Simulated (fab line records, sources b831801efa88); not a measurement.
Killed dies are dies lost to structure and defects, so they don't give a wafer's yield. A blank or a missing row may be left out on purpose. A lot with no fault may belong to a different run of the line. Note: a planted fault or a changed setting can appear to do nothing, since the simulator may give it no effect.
Comparing a struck lot with a sound one | flow sky130 | 17 out of 708 route steps
Sound: wafers L682.3, L682.4, L682.6. Struck: wafers L697.3, L697.4 (left out: L697.6, a lot-mate that was not struck); the cause follows at the end.
Per side, at each step with rows, come the tool, then ch with its chambers, and then its first start. Under that, the readings that differ: sound wafers | struck wafers | difference of the means | sigmas: that difference in standard deviations of wafers without a fault.
alike: same words and numbers on both sides, and readings whose means sit less than 2 such deviations apart. not compared: any withheld reading, any reading some wafer has no value for, any bound like >300 that may hide the same value, and any number with overlapping values for which the record gives no deviation.
Wherever a step has rows on one side only, a row that says differs or no value, or a row with sigmas, the two part there. Numbers that don't overlap but have no deviation are shown without sigmas and don't part them. A reading missing from all wafers of one side parts the sides only when that side holds two or more wafers.

first, 3 steps without rows for these wafers: SKY_LI_CONTACT_EXPOSE_09 (exposes mask LICM1, target cd 170 nm); SKY_LI_CONTACT_PEB_10; SKY_LI_CONTACT_DEVELOP_11 (develop time 60 s).
SKY_LI_CONTACT_CD_MEAS_12 targets a cd of 170 nm.
  sound: cd-sem-02 at day 31 07:13; struck: cd-sem-02 at day 36 00:10
  alike: cd-nm
SKY_LI_CONTACT_OVL_MEAS_13:
  sound: overlay-01 at day 31 07:19; struck: overlay-01 at day 36 00:16
  alike: LI_CONTACT_OVL
SKY_LI_CONTACT_ETCH_14: etches BARC in N2/H2, stops on SiO2, time 45.9 s, target depth 60 nm.
  sound on rie-diel-01 ch 0,2, day 31 07:20; struck on rie-diel-02 ch 0,1, day 36 00:17
  alike: drypump-motor-current-A, oes-product-au, throttle-valve-pct
  not compared: rf-hours-counter-h
SKY_LI_CONTACT_ETCH_15: etches PSG in C4F8/O2/Ar, stops on Si, target depth 600 nm.
  sound on rie-diel-01 ch 0,2, day 31 07:23; struck on rie-diel-02 ch 0,1, day 36 00:20
  alike: oes-product-au
then, 3 steps without rows for these wafers: SKY_LI_CONTACT_STRIP_16 (strips in O2/N2); SKY_LI_CONTACT_CLEAN_17 (cleans in NMP, time 600 s); SKY_LI_CONTACT_PRE_CLEAN_18 (time 5.6 s).
SKY_LI_CONTACT_SPUTTER_19: material Ti, target thk 20 nm, time 106.37 s.
  sound: pvd-sputter-01 at day 31 07:47; struck: pvd-sputter-01 at day 36 00:53
  alike: substrate-temp-c, throttle-valve-pct
SKY_LI_CONTACT_SPUTTER_20: material TiN, target thk 20 nm, time 80 s.
  sound: pvd-sputter-01 at day 31 07:51; struck: pvd-sputter-01 at day 36 00:58
  alike: throttle-valve-pct
SKY_LI_CONTACT_CVD_21: deposits W, target thk 400 nm, time 120.56 s.
  sound on cvd-w-01 ch 0,1, day 31 07:58; struck on cvd-w-01 ch 0,1, day 36 01:04
  reading                                  | sound             | struck      | difference | sigmas
  model.W_of_LI_CONTACT_CVD_21.thk-nm (nm) | 388.3 402.7 398.7 | 414.2 424.8 | +22.9      |
  alike: heater-power-w
SKY_LI_CONTACT_RS_MEAS_22: the measuring method here is four-point-probe.
  sound: film-metro-03 at day 31 08:05; struck: film-metro-04 at day 36 01:12
  reading                  | sound             | struck      | difference | sigmas
  LI_CONTACT_W_RS (ohm/sq) | 0.294 0.283 0.285 | 0.275 0.268 | -0.016     | -3
  not compared: hold
SKY_LI_CONTACT_THK_MEAS_23: measures by xrf.
  sound: film-metro-03 at day 31 08:11; struck: film-metro-04 at day 36 01:18
  reading               | sound       | struck  | difference | sigmas
  LI_CONTACT_W_THK (nm) | 384 398 394 | 421 430 | +34        | +4
  not compared: hold
SKY_LI_CONTACT_CMP_24: polishes, stops on PSG, t overpolish 20 s, target thk 0 nm.
  sound on cmp-01 ch 0,1,2, day 31 08:16; struck on cmp-01 ch 1,2, day 36 01:23
  alike: motor-current-A
-- here the record skips 15 days between the struck wafers' starts before and after, leaving off in module LI_CONTACT and picking up in module PAD_OPEN (first step shown: number 708 of the route) --
SKY_PAD_OPEN_PROBE_99:
  sound: prober-02 at day 47 13:35; struck: prober-02 at day 50 17:08
  reading            | sound    | struck | difference | sigmas
  killed-at-contacts | 22 18 16 | 27 32  | +11        | +2
  killed-dies        | 75 80 74 | 96 93  | +18        | +2
  killed-short       | 28 35 27 | 45 44  | +14        | +2
  alike: killed_at_M0_to_M3, killed_at_M4_up, killed-at-front-end, killed-at-other, killed-open

## WHERE THEY PART
Earliest at SKY_LI_CONTACT_RS_MEAS_22; latest, in this record, at SKY_PAD_OPEN_PROBE_99.

WHY: the cause the simulator had injected
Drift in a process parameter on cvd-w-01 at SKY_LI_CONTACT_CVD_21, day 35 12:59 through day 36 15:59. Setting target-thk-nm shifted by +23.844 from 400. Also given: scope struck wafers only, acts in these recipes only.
